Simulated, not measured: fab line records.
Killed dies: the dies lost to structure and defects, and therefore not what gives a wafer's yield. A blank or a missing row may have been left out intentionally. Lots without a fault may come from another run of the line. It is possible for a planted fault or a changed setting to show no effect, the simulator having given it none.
Commonality check across tools	flow sky130	Lots sampled 13, wafers sampled 39

== WHY THIS WAS OPENED ==
At SKY_SD_N_CD_MEAS_07 the reading cd nm is flagged on 1 of 13 lots. Wafers without a fault read 379.9 nm, standard deviation 2.6.
Rule: a lot gets a flag if all its wafers with a number sit over 4 standard deviations from that mean, or if no wafer of it has a number. The other lots count as sound.

lot	measured	on	cd nm (nm), wafer by wafer	flag
L641	day 28 09:43	cd sem-01	384.5 381.4 381.1	
L642	day 28 18:02	cd sem-02	379.9 379.0 380.0	
L645	day 29 14:56	cd sem-01	378.3 377.9 376.2	
L647	day 31 00:41	cd sem-02	380.5 381.4 381.8	
L648	day 31 03:09	cd sem-01	381.4 383.4 382.0	
L650	day 31 17:17	cd sem-02	379.2 379.9 379.0	
L652	day 31 21:06	cd sem-02	377.9 375.7 378.4	
L655	day 32 23:47	cd sem-01	335.7 334.6 336.5	FLAGGED
L659	day 34 02:08	cd sem-01	380.4 381.4 378.7	
L660	day 34 08:23	cd sem-01	377.0 377.6 375.4	
L661	day 34 16:37	cd sem-02	381.5 383.5 384.2	
L662	day 35 09:13	cd sem-02	376.6 377.4 378.0	
L663	day 35 13:17	cd sem-01	377.9 379.0 376.4	
Average over the flagged lots: 335.6 nm; offset from the usual -44.3 nm, equal to -17 standard deviations.

== WHICH TOOL EACH LOT WENT THROUGH ==
The record holds 1 process step before the reading, out of a route of 708 steps. Cell contents, in order: the tool; ch with the chambers the sampled wafers went through; the start.
lot	flag	SKY_SD_N_EXPOSE_04
L641		iline stepper-01 ch 0, day 27 20:40
L642		iline stepper-02 ch 0, day 28 04:07
L645		iline stepper-02 ch 0, day 29 01:03
L647		iline stepper-01 ch 0, day 30 11:59
L648		iline stepper-02 ch 0, day 30 14:26
L650		iline stepper-01 ch 0, day 31 03:53
L652		iline stepper-02 ch 0, day 31 07:16
L655	FLAGGED	iline stepper-02 ch 0, day 32 10:04
L659		iline stepper-01 ch 0, day 33 12:30
L660		iline stepper-01 ch 0, day 33 18:32
L661		iline stepper-01 ch 0, day 34 04:01
L662		iline stepper-01 ch 0, day 34 19:55
L663		iline stepper-02 ch 0, day 35 00:01
These steps, and what they do:
- SKY_SD_N_EXPOSE_04: exposes mask NSDM, target cd 380 nm.
- SKY_SD_N_CD_MEAS_07: target cd 380 nm.

== FLAGGED AGAINST TOTAL, ONE TOOL AT A TIME (gauges that did the reading follow at the end) ==
step	tool	lots run	flagged	share of the flagged lots	sound lots run after its first flagged lot
SKY_SD_N_EXPOSE_04	iline stepper-01	7	0	none	-
SKY_SD_N_EXPOSE_04	iline stepper-02	6	1	all	1 (L663)
SKY_SD_N_CD_MEAS_07	cd sem-01	7	1	all	3 (L659,L660,L663)
SKY_SD_N_CD_MEAS_07	cd sem-02	6	0	none	-

== WHAT THE TABLE ALLOWS ==
Rows of the table that ran all the flagged lots, 2 in number: iline stepper-02 at SKY_SD_N_EXPOSE_04; cd sem-01 at SKY_SD_N_CD_MEAS_07.
- iline stepper-02 at SKY_SD_N_EXPOSE_04 ran 6 lots, 1 of them flagged. Sound lots followed the first flagged one (L663) on it, something a lasting fault affecting the whole tool could not allow.
- cd sem-01 at SKY_SD_N_CD_MEAS_07 ran 7 lots, 1 of them flagged. Sound lots followed the first flagged one (L659, L660, L663) on it, something a lasting fault affecting the whole tool could not allow.
Not one row of the table ran every flagged lot while running no sound lot after the first.

== WHAT THE SIMULATOR PUT IN ==
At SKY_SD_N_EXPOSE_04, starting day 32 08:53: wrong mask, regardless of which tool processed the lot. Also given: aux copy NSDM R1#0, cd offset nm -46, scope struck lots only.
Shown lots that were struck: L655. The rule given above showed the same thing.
